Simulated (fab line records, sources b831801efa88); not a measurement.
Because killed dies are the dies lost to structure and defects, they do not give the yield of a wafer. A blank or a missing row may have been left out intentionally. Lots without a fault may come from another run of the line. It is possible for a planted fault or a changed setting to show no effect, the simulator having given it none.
Comparing a struck lot with a sound one + flow sky130 + 33 out of 708 route steps
Sound: the wafers L778.1, L778.2, L778.3. Struck: wafers L795.3, L795.5. (L795.6 of the same lot was not struck and is left out.) The cause comes at the end.
At each step with rows: each side's tool, then ch and its chambers, then its first start. Under that, the readings that differ: sound wafers + struck wafers + difference of the means + sigmas: that difference in standard deviations of wafers without a fault.
alike: a reading whose means differ by less than 2 such deviations, as well as words and numbers matching on both sides. not compared: withheld readings; readings where some wafer has no value; bounds like >300 that might hide an equal value; numbers whose values overlap and for which the record gives no deviation.
The two part at a step that has a row with sigmas, a row that says differs or no value, or rows on one side only. Numbers that have no deviation but don't overlap get no sigmas and don't part them. A reading that every wafer of one side lacks parts them only if that side has two wafers or more.

first, 4 steps without rows for these wafers: SKY_LOCAL_INTERCONNECT_SOFTBAKE_07 (time 90 s); SKY_LOCAL_INTERCONNECT_EXPOSE_08 (exposes mask LI1M, target cd 170 nm); SKY_LOCAL_INTERCONNECT_PEB_09; SKY_LOCAL_INTERCONNECT_DEVELOP_10 (develop time 60 s).
SKY_LOCAL_INTERCONNECT_CD_MEAS_11: target cd 170 nm.
  sound on cdSem-02 at day 30 10:08; struck on cdSem-01 at day 35 21:55
  alike: cdNm
SKY_LOCAL_INTERCONNECT_OVL_MEAS_12:
  sound on overlay-02 at day 30 10:16; struck on overlay-01 at day 35 22:01
  alike: LOCAL_INTERCONNECT_OVL
SKY_LOCAL_INTERCONNECT_ETCH_13: etches BARC in N2/H2, stops on SiO2, time 45.9 s, target depth 60 nm.
  sound on rieMetal-03 ch 0,1, day 30 10:18; struck on rieMetal-02 ch 0, day 35 22:04
  alike: drypumpMotorCurrentA, oesProductAu, throttleValvePct
  not compared: rfHoursCounterH
SKY_LOCAL_INTERCONNECT_METAL_ETCH_14: etches TiN in Cl2/BCl3, stops on PSG, target depth 110 nm, time 31.4 s.
  sound on rieMetal-03 ch 0,1, day 30 10:22; struck on rieMetal-02 ch 0, day 35 22:07
  alike: drypumpMotorCurrentA, oesProductAu, throttleValvePct
  not compared: rfHoursCounterH
then, 4 steps without rows for these wafers: SKY_LOCAL_INTERCONNECT_STRIP_15 (strips in O2/N2); SKY_LOCAL_INTERCONNECT_STRIP_16 (strips in post etch residue remover, time 1200 s); SKY_LOCAL_INTERCONNECT_CLEAN_17 (cleans in IPA, time 180 s); SKY_LOCAL_INTERCONNECT_CLEAN_18 (cleans in O3/DIW).
SKY_CONTACT_CVD_00: deposits Si3N4, target thk 75 nm.
  sound on pecvd-02 ch 0,1,2, day 30 11:03; struck on pecvd-03 ch 0, day 35 22:46
| reading                                  | sound                | struck        | difference | sigmas |
|------------------------------------------|----------------------|---------------|------------|--------|
| susceptorTempC (C)                       | 400.27 399.91 400.19 | 399.67 399.50 | -0.54      | -2     |
| model.Si3N4_of_CONTACT_CVD_00.thkNm (nm) | 75.43 74.48 75.53    | 89.81 89.95   | +14.73     |        |
  alike: heaterPowerW
SKY_CONTACT_THK_MEAS_01:
  sound on filmMetro-01 at day 30 11:05; struck on filmMetro-03 at day 35 22:51
| reading                 | sound          | struck    | difference | sigmas |
|-------------------------|----------------|-----------|------------|--------|
| CONTACT_CVD_00_THK (nm) | 75.4 74.5 75.5 | 89.9 89.9 | +14.8      | +15    |
then, 1 step without rows for these wafers: SKY_CONTACT_HDPCVD_02 (deposits SiO2, target thk 565 nm, time 94.2 s).
SKY_CONTACT_THK_MEAS_03:
  sound on filmMetro-03 at day 30 11:13; struck on filmMetro-01 at day 35 22:59
  alike: CONTACT_HDPCVD_THK
then, 1 step without rows for these wafers: SKY_CONTACT_CMP_04 (polishes SiO2).
SKY_CONTACT_BOW_MEAS_05:
  sound on filmMetro-03 at day 30 11:34; struck on filmMetro-03 at day 35 23:22
  alike: CONTACT_BOW
then, 8 steps without rows for these wafers: SKY_CONTACT_DEHYDRATE_06 (time 60 s); SKY_CONTACT_HMDS_07 (prime time 60 s); SKY_CONTACT_COAT_08 (resist thk 60 nm); SKY_CONTACT_COAT_09 (resist thk 450 nm); SKY_CONTACT_SOFTBAKE_10 (time 90 s); SKY_CONTACT_EXPOSE_11 (exposes mask CTM1, target cd 170 nm); SKY_CONTACT_PEB_12; SKY_CONTACT_DEVELOP_13 (develop time 60 s).
SKY_CONTACT_CD_MEAS_14: target cd 170 nm.
  sound on cdSem-01 at day 31 15:17; struck on cdSem-01 at day 37 01:44
| reading   | sound             | struck      | difference | sigmas |
|-----------|-------------------|-------------|------------|--------|
| cdNm (nm) | 174.0 172.4 173.7 | 170.7 169.3 | -3.4       | -2     |
SKY_CONTACT_OVL_MEAS_15:
  sound on overlay-01 at day 31 15:24; struck on overlay-02 at day 37 01:50
  alike: CONTACT_OVL
SKY_CONTACT_ETCH_16: etches BARC in N2/H2, stops on SiO2, time 45.9 s, target depth 60 nm.
  sound on rieDiel-04 ch 0,1,3, day 31 15:26; struck on rieDiel-01 ch 0,1, day 37 01:52
  alike: drypumpMotorCurrentA, oesProductAu, throttleValvePct
  not compared: rfHoursCounterH
SKY_CONTACT_ETCH_17: etches SiO2 in C4F8/O2/Ar, stops on Si3N4, target depth 340 nm.
  sound on rieDiel-04 ch 0,1,3, day 31 15:29; struck on rieDiel-01 ch 0,1, day 37 01:54
  alike: oesProductAu
SKY_CONTACT_ETCH_18: etches Si3N4 in CHF3/O2, stops on TiN, time 39 s, target depth 75 nm.
  sound: rieDiel-04 ch 0,1,3; struck: rieDiel-01 ch 0,1
| reading                 | sound             | struck      | difference | sigmas |
|-------------------------|-------------------|-------------|------------|--------|
| oesProductAu (a.u.)     | 0.847 0.859 0.858 | 0.957 0.947 | +0.097     | +12    |
| throttleValvePct (%)    | 8.806 8.788 8.793 | 8.795 8.837 | +0.020     | +2     |
| model.etch.depthNm (nm) | 75.43 74.48 75.53 | 89.81 89.95 | +14.73     |        |
  alike: drypumpMotorCurrentA
  not compared: rfHoursCounterH
SKY_CONTACT_STRIP_19: strips in O2/N2.
  sound on plasmaAsher-03 ch 0,1, day 31 15:34; struck on plasmaAsher-04 ch 0,1, day 37 02:02
| reading             | sound             | struck      | difference | sigmas |
|---------------------|-------------------|-------------|------------|--------|
| oesProductAu (a.u.) | 0.372 0.381 0.382 | 0.388 0.389 | +0.010     | +2     |
  alike: drypumpMotorCurrentA, stripTimeToEndpointS
  not compared: rfHoursCounterH
-- the record jumps here: 13 days lie between the struck wafers' starts before and after (it left off in module CONTACT and takes up again in module PAD_OPEN, whose first step shown is number 708 of the route) --
SKY_PAD_OPEN_PROBE_99:
  sound on prober-01 at day 46 01:04; struck on prober-01 at day 49 23:24
| reading       | sound | struck | difference | sigmas |
|---------------|-------|--------|------------|--------|
| killedAtOther | 0 0 0 | 2 0    | +1         | +2     |
  alike: killed_at_M0_to_M3, killed_at_M4_up, killedAtContacts, killedAtFrontEnd, killedDies, killedOpen, killedShort

## WHERE THEY PART
Last at SKY_PAD_OPEN_PROBE_99 as far as this record goes, first at SKY_CONTACT_CVD_00.

WHY: what had been put in by the simulator
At SKY_CONTACT_CVD_00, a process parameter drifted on pecvd-03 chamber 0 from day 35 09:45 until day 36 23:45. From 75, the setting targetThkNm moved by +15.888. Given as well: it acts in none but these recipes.
